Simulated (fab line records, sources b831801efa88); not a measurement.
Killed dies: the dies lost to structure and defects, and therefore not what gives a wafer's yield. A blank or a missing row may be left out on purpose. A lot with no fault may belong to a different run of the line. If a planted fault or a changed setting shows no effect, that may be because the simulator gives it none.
fab line records / flow gf180mcu
[record] lots = 7 wafers = 19 last-day = 34
route steps=602 shown M4@460
lots untouched by any fault: they come from a run of this same line in which no faults occurred
start-h: start of the lot's first displayed wafer, in hours after the record's first day / wait-h: how many hours have passed since the lot's step before this one / " repeats the value in the row above / L1.1+2: several wafers, shown together as one row / - either no value or no given start / * or withheld: withheld / < > ~ a bound
route shown NAME@n: NAME is a module with steps in the file, n the number in the route of the first one / usual: mean/standard deviation taken from wafers without a fault / same: alike in all rows / chamber/n: place in a boat / sites: the reading at each site / _std_site: standard deviation of those values / _edge_site: inner sites' mean taken away from outer sites' mean / radius-mm: for every site, how far away it sits from the centre of the wafer / mask NAME#n: copy n / behind: the last tool/chamber to shape the wafer / hold: the reason the lot was held/the length of the hold in hours/how it ended / device: whichever transistor did not switch (one of n, p or np) / end of line: at the end of the route, the tests of the same wafers / a step given without rows: its recipe and nothing more / killed: not the wafer's yield, but the dies lost to structure and defects at the first sort / map: dies across one wafer; x = killed, . = not, _ = none there
set.NAME: setting as actually run; set.NAME@STEP: the setting as run at that earlier step / model.NAME: the simulator's own value behind a step, which no gauge read
lots at selected steps of the route; one table per step, one row per wafer
services: when a tool's chamber went out of use (start-h, in hours from the record's first day, below 0 if earlier), for how many hours, and the reason
[[steps]]
[step GF_M4_SPUTTER_04]
[recipe] material = TiN target-thk-nm = 50 power-w = 6500 time-s = 41.7 chamber-pressure-pa = 0.4
[usual] throttle-valve-pct = 30.2/0.99
lot.wafer=L151.3 tool=pvd-sputter-01 chamber=- start-h=535.21 wait-h=0.0 throttle-valve-pct=30.9
lot.wafer=L151.4 tool=pvd-sputter-01 chamber=- start-h=535.21 wait-h=0.0 throttle-valve-pct=27.7
lot.wafer=L151.6 tool=pvd-sputter-01 chamber=- start-h=535.21 wait-h=0.0 throttle-valve-pct=27.8
lot.wafer=L154.2 tool=pvd-sputter-04 chamber=- start-h=558.99 wait-h=0.0 throttle-valve-pct=31.8
lot.wafer=L154.3 tool=pvd-sputter-04 chamber=- start-h=558.99 wait-h=0.0 throttle-valve-pct=30.5
lot.wafer=L154.4 tool=pvd-sputter-04 chamber=- start-h=558.99 wait-h=0.0 throttle-valve-pct=30.3
lot.wafer=L163.2 tool=pvd-sputter-03 chamber=- start-h=629.33 wait-h=0.0 throttle-valve-pct=31.0
lot.wafer=L163.4 tool=pvd-sputter-03 chamber=- start-h=629.33 wait-h=0.0 throttle-valve-pct=30.0
lot.wafer=L167.3 tool=pvd-sputter-01 chamber=- start-h=658.15 wait-h=0.0 throttle-valve-pct=29.7
lot.wafer=L167.6 tool=pvd-sputter-01 chamber=- start-h=658.15 wait-h=0.0 throttle-valve-pct=27.6
lot.wafer=L168.3 tool=pvd-sputter-01 chamber=- start-h=664.59 wait-h=0.0 throttle-valve-pct=27.7
lot.wafer=L168.4 tool=pvd-sputter-01 chamber=- start-h=664.59 wait-h=0.0 throttle-valve-pct=30.8
lot.wafer=L168.6 tool=pvd-sputter-01 chamber=- start-h=664.59 wait-h=0.0 throttle-valve-pct=30.7
lot.wafer=L171.1 tool=pvd-sputter-04 chamber=- start-h=683.08 wait-h=0.0 throttle-valve-pct=30.4
lot.wafer=L171.2 tool=pvd-sputter-04 chamber=- start-h=683.08 wait-h=0.0 throttle-valve-pct=31.9
lot.wafer=L171.4 tool=pvd-sputter-04 chamber=- start-h=683.08 wait-h=0.0 throttle-valve-pct=30.0
lot.wafer=L172.1 tool=pvd-sputter-01 chamber=- start-h=690.48 wait-h=0.0 throttle-valve-pct=28.0
lot.wafer=L172.3 tool=pvd-sputter-01 chamber=- start-h=690.48 wait-h=0.0 throttle-valve-pct=30.8
lot.wafer=L172.6 tool=pvd-sputter-01 chamber=- start-h=690.48 wait-h=0.0 throttle-valve-pct=29.8
[step GF_M4_RS_MEAS_05]
[recipe] thk-meas-gauge = four-point-probe reads = TiN_of_M4_SPUTTER_04+Ti_of_M4_SPUTTER_03+AlCu_of_M4_SPUTTER_02+TiN_of_M4_SPUTTER_01+Ti_of_M4_SPUTTER_00
[usual] M4_ALCU_RS = 0.0699/0.00098
lot.wafer=L151.3 tool=film-metro-03 chamber=- start-h=535.29 wait-h=0.1 M4_ALCU_RS[ohm/sq]=0.0701
lot.wafer=L151.4 tool=film-metro-03 chamber=- start-h=535.29 wait-h=0.1 M4_ALCU_RS[ohm/sq]=0.0688
lot.wafer=L151.6 tool=film-metro-03 chamber=- start-h=535.29 wait-h=0.1 M4_ALCU_RS[ohm/sq]=0.0686
lot.wafer=L154.2 tool=film-metro-03 chamber=- start-h=559.05 wait-h=0.0 M4_ALCU_RS[ohm/sq]=0.0720
lot.wafer=L154.3 tool=film-metro-03 chamber=- start-h=559.05 wait-h=0.0 M4_ALCU_RS[ohm/sq]=0.0710
lot.wafer=L154.4 tool=film-metro-03 chamber=- start-h=559.05 wait-h=0.0 M4_ALCU_RS[ohm/sq]=0.0699
lot.wafer=L163.2 tool=film-metro-04 chamber=- start-h=629.39 wait-h=0.0 M4_ALCU_RS[ohm/sq]=0.0699
lot.wafer=L163.4 tool=film-metro-04 chamber=- start-h=629.39 wait-h=0.0 M4_ALCU_RS[ohm/sq]=0.0698
lot.wafer=L167.3 tool=film-metro-04 chamber=- start-h=658.23 wait-h=0.1 M4_ALCU_RS[ohm/sq]=0.0704
lot.wafer=L167.6 tool=film-metro-04 chamber=- start-h=658.23 wait-h=0.1 M4_ALCU_RS[ohm/sq]=0.0691
lot.wafer=L168.3 tool=film-metro-01 chamber=- start-h=664.67 wait-h=0.1 M4_ALCU_RS[ohm/sq]=0.0700
lot.wafer=L168.4 tool=film-metro-01 chamber=- start-h=664.67 wait-h=0.1 M4_ALCU_RS[ohm/sq]=0.0699
lot.wafer=L168.6 tool=film-metro-01 chamber=- start-h=664.67 wait-h=0.1 M4_ALCU_RS[ohm/sq]=0.0695
lot.wafer=L171.1 tool=film-metro-03 chamber=- start-h=683.12 wait-h=0.0 M4_ALCU_RS[ohm/sq]=0.0689
lot.wafer=L171.2 tool=film-metro-03 chamber=- start-h=683.12 wait-h=0.0 M4_ALCU_RS[ohm/sq]=0.0705
lot.wafer=L171.4 tool=film-metro-03 chamber=- start-h=683.12 wait-h=0.0 M4_ALCU_RS[ohm/sq]=0.0691
lot.wafer=L172.1 tool=film-metro-01 chamber=- start-h=690.52 wait-h=0.0 M4_ALCU_RS[ohm/sq]=0.0696
lot.wafer=L172.3 tool=film-metro-01 chamber=- start-h=690.52 wait-h=0.0 M4_ALCU_RS[ohm/sq]=0.0698
lot.wafer=L172.6 tool=film-metro-01 chamber=- start-h=690.52 wait-h=0.0 M4_ALCU_RS[ohm/sq]=0.0711
[step GF_M4_THK_MEAS_06]
[recipe] thk-meas-gauge = xrf reads = AlCu_of_M4_SPUTTER_02
[usual] M4_ALCU_THK = 451/6.6
lot.wafer=L151.3 tool=film-metro-03 chamber=- start-h=535.39 wait-h=0.1 M4_ALCU_THK[nm]=449
lot.wafer=L151.4 tool=film-metro-03 chamber=- start-h=535.39 wait-h=0.1 M4_ALCU_THK[nm]=457
lot.wafer=L151.6 tool=film-metro-03 chamber=- start-h=535.39 wait-h=0.1 M4_ALCU_THK[nm]=459
lot.wafer=L154.2 tool=film-metro-03 chamber=- start-h=559.16 wait-h=0.1 M4_ALCU_THK[nm]=437
lot.wafer=L154.3 tool=film-metro-03 chamber=- start-h=559.16 wait-h=0.1 M4_ALCU_THK[nm]=445
lot.wafer=L154.4 tool=film-metro-03 chamber=- start-h=559.16 wait-h=0.1 M4_ALCU_THK[nm]=452
lot.wafer=L163.2 tool=film-metro-04 chamber=- start-h=629.50 wait-h=0.1 M4_ALCU_THK[nm]=450
lot.wafer=L163.4 tool=film-metro-04 chamber=- start-h=629.50 wait-h=0.1 M4_ALCU_THK[nm]=452
lot.wafer=L167.3 tool=film-metro-04 chamber=- start-h=658.33 wait-h=0.1 M4_ALCU_THK[nm]=443
lot.wafer=L167.6 tool=film-metro-04 chamber=- start-h=658.33 wait-h=0.1 M4_ALCU_THK[nm]=454
lot.wafer=L168.3 tool=film-metro-01 chamber=- start-h=664.77 wait-h=0.1 M4_ALCU_THK[nm]=454
lot.wafer=L168.4 tool=film-metro-01 chamber=- start-h=664.77 wait-h=0.1 M4_ALCU_THK[nm]=453
lot.wafer=L168.6 tool=film-metro-01 chamber=- start-h=664.77 wait-h=0.1 M4_ALCU_THK[nm]=457
lot.wafer=L171.1 tool=film-metro-03 chamber=- start-h=683.24 wait-h=0.1 M4_ALCU_THK[nm]=455
lot.wafer=L171.2 tool=film-metro-03 chamber=- start-h=683.24 wait-h=0.1 M4_ALCU_THK[nm]=445
lot.wafer=L171.4 tool=film-metro-03 chamber=- start-h=683.24 wait-h=0.1 M4_ALCU_THK[nm]=455
lot.wafer=L172.1 tool=film-metro-01 chamber=- start-h=690.64 wait-h=0.1 M4_ALCU_THK[nm]=453
lot.wafer=L172.3 tool=film-metro-01 chamber=- start-h=690.64 wait-h=0.1 M4_ALCU_THK[nm]=452
lot.wafer=L172.6 tool=film-metro-01 chamber=- start-h=690.64 wait-h=0.1 M4_ALCU_THK[nm]=443
[step GF_M4_DEHYDRATE_07]
[recipe] temp-c = 200 time-s = 60
[step GF_M4_HMDS_08]
[recipe] prime-time-s = 60 prime-temp-c = 120
[step GF_M4_COAT_09]
[recipe] resist = KrF spin-rpm = withheld resist-thk-nm = 1000
[step GF_M4_SOFTBAKE_10]
[recipe] temp-c = 130 time-s = 60 resist = KrF
[step GF_M4_EXPOSE_11]
[recipe] mask-id = Metal4 target-cd-nm = 280 na = 0.68 source-shape = conventional sigma-outer = 0.6 dose-mj = 28
[step GF_M4_PEB_12]
[recipe] peb-temp-c = 135 peb-time-s = 90 resist = KrF
[step GF_M4_DEVELOP_13]
[recipe] develop-time-s = 60 dev-temp-c = 21
[step GF_M4_CD_MEAS_14]
[recipe] target-cd-nm = 280
[usual] cd-nm = 280.5/1.5
lot.wafer=L151.3 tool=cd-sem-01 chamber=- start-h=557.64 wait-h=0.1 cd-nm=281.7
lot.wafer=L151.4 tool=cd-sem-01 chamber=- start-h=557.64 wait-h=0.1 cd-nm=279.3
lot.wafer=L151.6 tool=cd-sem-01 chamber=- start-h=557.64 wait-h=0.1 cd-nm=279.7
lot.wafer=L154.2 tool=cd-sem-01 chamber=- start-h=580.67 wait-h=0.1 cd-nm=281.2
lot.wafer=L154.3 tool=cd-sem-01 chamber=- start-h=580.67 wait-h=0.1 cd-nm=281.9
lot.wafer=L154.4 tool=cd-sem-01 chamber=- start-h=580.67 wait-h=0.1 cd-nm=281.2
lot.wafer=L163.2 tool=cd-sem-02 chamber=- start-h=648.55 wait-h=0.3 cd-nm=282.7
lot.wafer=L163.4 tool=cd-sem-02 chamber=- start-h=648.55 wait-h=0.3 cd-nm=282.1
lot.wafer=L167.3 tool=cd-sem-02 chamber=- start-h=677.14 wait-h=0.1 cd-nm=277.5
lot.wafer=L167.6 tool=cd-sem-02 chamber=- start-h=677.14 wait-h=0.1 cd-nm=278.9
lot.wafer=L168.3 tool=cd-sem-01 chamber=- start-h=683.44 wait-h=0.1 cd-nm=280.0
lot.wafer=L168.4 tool=cd-sem-01 chamber=- start-h=683.44 wait-h=0.1 cd-nm=279.8
lot.wafer=L168.6 tool=cd-sem-01 chamber=- start-h=683.44 wait-h=0.1 cd-nm=280.8
lot.wafer=L171.1 tool=cd-sem-02 chamber=- start-h=701.30 wait-h=0.1 cd-nm=280.5
lot.wafer=L171.2 tool=cd-sem-02 chamber=- start-h=701.30 wait-h=0.1 cd-nm=281.0
lot.wafer=L171.4 tool=cd-sem-02 chamber=- start-h=701.30 wait-h=0.1 cd-nm=282.3
lot.wafer=L172.1 tool=cd-sem-02 chamber=- start-h=709.23 wait-h=0.1 cd-nm=282.1
lot.wafer=L172.3 tool=cd-sem-02 chamber=- start-h=709.23 wait-h=0.1 cd-nm=280.4
lot.wafer=L172.6 tool=cd-sem-02 chamber=- start-h=709.23 wait-h=0.1 cd-nm=281.3
[step GF_M4_OVL_MEAS_15]
[usual] M4_OVL = -4/6
lot.wafer=L151.3 tool=overlay-01 chamber=- start-h=557.73 wait-h=0.1 M4_OVL[nm]=6
lot.wafer=L151.4 tool=overlay-01 chamber=- start-h=557.73 wait-h=0.1 M4_OVL[nm]=3
lot.wafer=L151.6 tool=overlay-01 chamber=- start-h=557.73 wait-h=0.1 M4_OVL[nm]=6
lot.wafer=L154.2 tool=overlay-02 chamber=- start-h=580.78 wait-h=0.1 M4_OVL[nm]=-2
lot.wafer=L154.3 tool=overlay-02 chamber=- start-h=580.78 wait-h=0.1 M4_OVL[nm]=-1
lot.wafer=L154.4 tool=overlay-02 chamber=- start-h=580.78 wait-h=0.1 M4_OVL[nm]=0
lot.wafer=L163.2 tool=overlay-01 chamber=- start-h=648.65 wait-h=0.1 M4_OVL[nm]=-2
lot.wafer=L163.4 tool=overlay-01 chamber=- start-h=648.65 wait-h=0.1 M4_OVL[nm]=2
lot.wafer=L167.3 tool=overlay-01 chamber=- start-h=677.23 wait-h=0.1 M4_OVL[nm]=-13
lot.wafer=L167.6 tool=overlay-01 chamber=- start-h=677.23 wait-h=0.1 M4_OVL[nm]=-5
lot.wafer=L168.3 tool=overlay-01 chamber=- start-h=683.53 wait-h=0.1 M4_OVL[nm]=-5
lot.wafer=L168.4 tool=overlay-01 chamber=- start-h=683.53 wait-h=0.1 M4_OVL[nm]=-5
lot.wafer=L168.6 tool=overlay-01 chamber=- start-h=683.53 wait-h=0.1 M4_OVL[nm]=-12
lot.wafer=L171.1 tool=overlay-01 chamber=- start-h=701.42 wait-h=0.1 M4_OVL[nm]=-4
lot.wafer=L171.2 tool=overlay-01 chamber=- start-h=701.42 wait-h=0.1 M4_OVL[nm]=1
lot.wafer=L171.4 tool=overlay-01 chamber=- start-h=701.42 wait-h=0.1 M4_OVL[nm]=-1
lot.wafer=L172.1 tool=overlay-01 chamber=- start-h=709.35 wait-h=0.1 M4_OVL[nm]=-5
lot.wafer=L172.3 tool=overlay-01 chamber=- start-h=709.35 wait-h=0.1 M4_OVL[nm]=-1
lot.wafer=L172.6 tool=overlay-01 chamber=- start-h=709.35 wait-h=0.1 M4_OVL[nm]=-1
[step GF_M4_METAL_ETCH_16]
[recipe] chemistry = Cl2/BCl3 mask-material = KrF target-depth-nm = 750.8 stop-on = SiO2 pressure-mtorr = 8 icp-w = 800 bias-w = 140 Cl2_flow_sccm = 80 bcl3-flow-sccm = 40 time-s = 125.1
[usual] drypump-motor-current-A = 5.68/0.17 oes-product-au = 0.986/0.0072 throttle-valve-pct = 28.234/0.011
lot.wafer=L151.3 tool=rie-metal-03 chamber=1 start-h=557.84 wait-h=0.1 drypump-motor-current-A=5.58 oes-product-au=0.990 rf-hours-counter-h=- throttle-valve-pct=28.208 model.KrF_of_M4_COAT_09.thk-nm=681.4
lot.wafer=L151.4 tool=rie-metal-03 chamber=1 start-h=557.84 wait-h=0.1 drypump-motor-current-A=5.59 oes-product-au=0.991 rf-hours-counter-h=- throttle-valve-pct=28.225 model.KrF_of_M4_COAT_09.thk-nm=681
lot.wafer=L151.6 tool=rie-metal-03 chamber=1 start-h=557.84 wait-h=0.1 drypump-motor-current-A=5.61 oes-product-au=0.994 rf-hours-counter-h=- throttle-valve-pct=28.237 model.KrF_of_M4_COAT_09.thk-nm=684.5
lot.wafer=L154.2 tool=rie-metal-04 chamber=0 start-h=580.81 wait-h=0.0 drypump-motor-current-A=5.57 oes-product-au=0.986 rf-hours-counter-h=2 throttle-valve-pct=28.237 model.KrF_of_M4_COAT_09.thk-nm=689.3
lot.wafer=L154.3 tool=rie-metal-04 chamber=1 start-h=580.81 wait-h=0.0 drypump-motor-current-A=5.81 oes-product-au=0.985 rf-hours-counter-h=- throttle-valve-pct=28.218 model.KrF_of_M4_COAT_09.thk-nm=687.4
lot.wafer=L154.4 tool=rie-metal-04 chamber=0 start-h=580.81 wait-h=0.0 drypump-motor-current-A=5.56 oes-product-au=0.982 rf-hours-counter-h=- throttle-valve-pct=28.246 model.KrF_of_M4_COAT_09.thk-nm=690.9
lot.wafer=L163.2 tool=rie-metal-04 chamber=0 start-h=648.68 wait-h=0.0 drypump-motor-current-A=5.55 oes-product-au=0.998 rf-hours-counter-h=5 throttle-valve-pct=28.205 model.KrF_of_M4_COAT_09.thk-nm=584.8
lot.wafer=L163.4 tool=rie-metal-04 chamber=1 start-h=648.68 wait-h=0.0 drypump-motor-current-A=5.82 oes-product-au=0.989 rf-hours-counter-h=- throttle-valve-pct=28.226 model.KrF_of_M4_COAT_09.thk-nm=691.2
lot.wafer=L167.3 tool=rie-metal-04 chamber=0 start-h=677.30 wait-h=0.1 drypump-motor-current-A=5.59 oes-product-au=0.993 rf-hours-counter-h=- throttle-valve-pct=28.220 model.KrF_of_M4_COAT_09.thk-nm=585.9
lot.wafer=L167.6 tool=rie-metal-04 chamber=0 start-h=677.30 wait-h=0.1 drypump-motor-current-A=5.57 oes-product-au=0.984 rf-hours-counter-h=- throttle-valve-pct=28.230 model.KrF_of_M4_COAT_09.thk-nm=694.9
lot.wafer=L168.3 tool=rie-metal-04 chamber=0 start-h=683.64 wait-h=0.1 drypump-motor-current-A=5.54 oes-product-au=0.996 rf-hours-counter-h=- throttle-valve-pct=28.229 model.KrF_of_M4_COAT_09.thk-nm=579.3
lot.wafer=L168.4 tool=rie-metal-04 chamber=0 start-h=683.64 wait-h=0.1 drypump-motor-current-A=5.59 oes-product-au=0.984 rf-hours-counter-h=- throttle-valve-pct=28.246 model.KrF_of_M4_COAT_09.thk-nm=686.3
lot.wafer=L168.6 tool=rie-metal-04 chamber=0 start-h=683.64 wait-h=0.1 drypump-motor-current-A=5.55 oes-product-au=0.986 rf-hours-counter-h=- throttle-valve-pct=28.243 model.KrF_of_M4_COAT_09.thk-nm=688
lot.wafer=L171.1 tool=rie-metal-02 chamber=1 start-h=701.46 wait-h=0.0 drypump-motor-current-A=5.81 oes-product-au=0.976 rf-hours-counter-h=1 throttle-valve-pct=28.229 model.KrF_of_M4_COAT_09.thk-nm=694.9
lot.wafer=L171.2 tool=rie-metal-02 chamber=0 start-h=701.46 wait-h=0.0 drypump-motor-current-A=5.48 oes-product-au=0.982 rf-hours-counter-h=9 throttle-valve-pct=28.255 model.KrF_of_M4_COAT_09.thk-nm=693.1
lot.wafer=L171.4 tool=rie-metal-02 chamber=1 start-h=701.46 wait-h=0.0 drypump-motor-current-A=5.82 oes-product-au=0.975 rf-hours-counter-h=- throttle-valve-pct=28.233 model.KrF_of_M4_COAT_09.thk-nm=689.5
lot.wafer=L172.1 tool=rie-metal-02 chamber=1 start-h=709.39 wait-h=0.0 drypump-motor-current-A=5.82 oes-product-au=0.979 rf-hours-counter-h=1 throttle-valve-pct=28.242 model.KrF_of_M4_COAT_09.thk-nm=690
lot.wafer=L172.3 tool=rie-metal-02 chamber=0 start-h=709.39 wait-h=0.0 drypump-motor-current-A=5.45 oes-product-au=0.976 rf-hours-counter-h=- throttle-valve-pct=28.250 model.KrF_of_M4_COAT_09.thk-nm=694.9
lot.wafer=L172.6 tool=rie-metal-02 chamber=1 start-h=709.39 wait-h=0.0 drypump-motor-current-A=5.83 oes-product-au=0.977 rf-hours-counter-h=- throttle-valve-pct=28.241 model.KrF_of_M4_COAT_09.thk-nm=693.4
[step GF_M4_STRIP_17]
[recipe] chemistry = O2/N2 power-w = 1400 pressure-mtorr = 1500 platen-temp-c = 250 o2-flow-sccm = 3000 n2-flow-sccm = 300 overash-fraction = 0.5
[usual] drypump-motor-current-A = 5.78/0.16 heater-power-w = 324/21 oes-product-au = 0.539/0.0049 platen-temp-c = 249.99/0.18 strip-time-to-endpoint-s = 7.43/0.056
lot.wafer=L151.3 tool=plasma-asher-03 chamber=0 start-h=558.05 wait-h=0.2 drypump-motor-current-A=6.01 heater-power-w=317 oes-product-au=0.549 platen-temp-c=249.95 rf-hours-counter-h=- strip-time-to-endpoint-s=7.35
lot.wafer=L151.4 tool=plasma-asher-03 chamber=1 start-h=558.05 wait-h=0.2 drypump-motor-current-A=5.79 heater-power-w=316 oes-product-au=0.539 platen-temp-c=250.13 rf-hours-counter-h=- strip-time-to-endpoint-s=7.36
lot.wafer=L151.6 tool=plasma-asher-03 chamber=0 start-h=558.05 wait-h=0.2 drypump-motor-current-A=6.00 heater-power-w=315 oes-product-au=0.541 platen-temp-c=249.98 rf-hours-counter-h=- strip-time-to-endpoint-s=7.39
lot.wafer=L154.2 tool=plasma-asher-02 chamber=1 start-h=580.94 wait-h=0.1 drypump-motor-current-A=5.59 heater-power-w=337 oes-product-au=0.545 platen-temp-c=249.87 rf-hours-counter-h=77 strip-time-to-endpoint-s=7.43
lot.wafer=L154.3 tool=plasma-asher-02 chamber=1 start-h=580.94 wait-h=0.1 drypump-motor-current-A=5.62 heater-power-w=338 oes-product-au=0.540 platen-temp-c=249.94 rf-hours-counter-h=- strip-time-to-endpoint-s=7.41
lot.wafer=L154.4 tool=plasma-asher-02 chamber=0 start-h=580.94 wait-h=0.1 drypump-motor-current-A=5.63 heater-power-w=352 oes-product-au=0.554 platen-temp-c=250.21 rf-hours-counter-h=- strip-time-to-endpoint-s=7.46
lot.wafer=L163.2 tool=plasma-asher-01 chamber=1 start-h=648.81 wait-h=0.1 drypump-motor-current-A=5.87 heater-power-w=336 oes-product-au=0.498 platen-temp-c=250.00 rf-hours-counter-h=104 strip-time-to-endpoint-s=6.39
lot.wafer=L163.4 tool=plasma-asher-01 chamber=0 start-h=648.81 wait-h=0.1 drypump-motor-current-A=5.99 heater-power-w=276 oes-product-au=0.535 platen-temp-c=250.23 rf-hours-counter-h=- strip-time-to-endpoint-s=7.44
lot.wafer=L167.3 tool=plasma-asher-02 chamber=0 start-h=677.42 wait-h=0.1 drypump-motor-current-A=5.59 heater-power-w=334 oes-product-au=0.502 platen-temp-c=249.99 rf-hours-counter-h=- strip-time-to-endpoint-s=6.41
lot.wafer=L167.6 tool=plasma-asher-02 chamber=1 start-h=677.42 wait-h=0.1 drypump-motor-current-A=5.59 heater-power-w=339 oes-product-au=0.543 platen-temp-c=250.18 rf-hours-counter-h=- strip-time-to-endpoint-s=7.48
lot.wafer=L168.3 tool=plasma-asher-02 chamber=0 start-h=683.85 wait-h=0.2 drypump-motor-current-A=5.62 heater-power-w=343 oes-product-au=0.497 platen-temp-c=250.05 rf-hours-counter-h=- strip-time-to-endpoint-s=6.33
lot.wafer=L168.4 tool=plasma-asher-02 chamber=1 start-h=683.85 wait-h=0.2 drypump-motor-current-A=5.60 heater-power-w=336 oes-product-au=0.541 platen-temp-c=250.16 rf-hours-counter-h=- strip-time-to-endpoint-s=7.39
lot.wafer=L168.6 tool=plasma-asher-02 chamber=0 start-h=683.85 wait-h=0.2 drypump-motor-current-A=5.62 heater-power-w=340 oes-product-au=0.538 platen-temp-c=250.07 rf-hours-counter-h=- strip-time-to-endpoint-s=7.41
lot.wafer=L171.1 tool=plasma-asher-02 chamber=1 start-h=701.59 wait-h=0.1 drypump-motor-current-A=5.61 heater-power-w=336 oes-product-au=0.539 platen-temp-c=249.84 rf-hours-counter-h=90 strip-time-to-endpoint-s=7.48
lot.wafer=L171.2 tool=plasma-asher-02 chamber=0 start-h=701.59 wait-h=0.1 drypump-motor-current-A=5.62 heater-power-w=334 oes-product-au=0.539 platen-temp-c=249.90 rf-hours-counter-h=90 strip-time-to-endpoint-s=7.47
lot.wafer=L171.4 tool=plasma-asher-02 chamber=1 start-h=701.59 wait-h=0.1 drypump-motor-current-A=5.60 heater-power-w=336 oes-product-au=0.543 platen-temp-c=249.99 rf-hours-counter-h=- strip-time-to-endpoint-s=7.42
lot.wafer=L172.1 tool=plasma-asher-01 chamber=0 start-h=709.52 wait-h=0.1 drypump-motor-current-A=6.03 heater-power-w=276 oes-product-au=0.537 platen-temp-c=249.99 rf-hours-counter-h=110 strip-time-to-endpoint-s=7.44
lot.wafer=L172.3 tool=plasma-asher-01 chamber=1 start-h=709.52 wait-h=0.1 drypump-motor-current-A=5.83 heater-power-w=328 oes-product-au=0.536 platen-temp-c=250.13 rf-hours-counter-h=- strip-time-to-endpoint-s=7.47
lot.wafer=L172.6 tool=plasma-asher-01 chamber=0 start-h=709.52 wait-h=0.1 drypump-motor-current-A=5.91 heater-power-w=276 oes-product-au=0.542 platen-temp-c=250.04 rf-hours-counter-h=- strip-time-to-endpoint-s=7.45
[step GF_M4_STRIP_18]
[recipe] chemistry = post-etch-residue-remover time-s = 1200 temp-c = 72.5
[[services]]
tool=pvd-sputter-01 chamber=- start-h=529.28 hours=2.3 kind=repair
tool=rie-metal-02 chamber=0 start-h=543.10 hours=3.1 kind=repair
tool=rie-metal-03 chamber=0 start-h=545.77 hours=13.8 kind=repair
tool=rie-metal-03 chamber=- start-h=547.18 hours=0.4 kind=repair
tool=rie-metal-03 chamber=1 start-h=548.58 hours=8.8 kind=repair
tool=rie-metal-04 chamber=0 start-h=557.37 hours=20.3 kind=repair
tool=pvd-sputter-03 chamber=- start-h=566.41 hours=1.1 kind=repair
tool=rie-metal-02 chamber=- start-h=569.35 hours=0.3 kind=repair
tool=rie-metal-02 chamber=1 start-h=585.29 hours=8.6 kind=repair
tool=pvd-sputter-01 chamber=2 start-h=586.47 hours=- kind=consumable-replace:kit
tool=pvd-sputter-01 chamber=2 start-h=586.47 hours=18.0 kind=scheduled-down
tool=pvd-sputter-01 chamber=2 start-h=586.47 hours=18.0 kind=vent-cycle
tool=pvd-sputter-03 chamber=- start-h=594.09 hours=1.0 kind=repair
tool=pvd-sputter-03 chamber=- start-h=601.55 hours=2.7 kind=repair
tool=rie-metal-04 chamber=1 start-h=610.99 hours=3.4 kind=repair
tool=rie-metal-04 chamber=- start-h=621.45 hours=0.7 kind=repair
tool=rie-metal-03 chamber=0 start-h=628.29 hours=6.0 kind=repair
tool=plasma-asher-03 chamber=- start-h=642.83 hours=2.8 kind=pm
tool=rie-metal-04 chamber=- start-h=658.35 hours=2.8 kind=pm
tool=pvd-sputter-03 chamber=- start-h=665.04 hours=21.5 kind=repair
tool=pvd-sputter-04 chamber=- start-h=677.16 hours=4.4 kind=repair
tool=pvd-sputter-04 chamber=- start-h=689.18 hours=13.8 kind=repair
tool=pvd-sputter-01 chamber=- start-h=695.21 hours=1.7 kind=repair
tool=rie-metal-04 chamber=- start-h=709.24 hours=0.4 kind=repair
[[key]]
[first-sign] step = GF_M4_STRIP_17 reading = strip-time-to-endpoint-s direction = down sigmas = 19 usual = * struck = *
[effect] step = GF_M4_STRIP_17 reading = oes-product-au direction = down sigmas = 8.3 usual = 0.539 struck = 0.499
[model-effect] step = GF_M4_METAL_ETCH_16 value = KrF_of_M4_COAT_09.thk-nm without = 691.7 struck = 583.3
met-at GF_M4_METAL_ETCH_16
struck-wafers L163.2,L167.3,L168.3
onset-between 580.81 648.68
[fault] kind = process-parameter-drift tool = rie-metal-04 chamber = - onset-h = 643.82 steps = GF_M4_METAL_ETCH_16 channel = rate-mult offset = 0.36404 shape = step end-h = 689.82 scope = struck-wafers-only
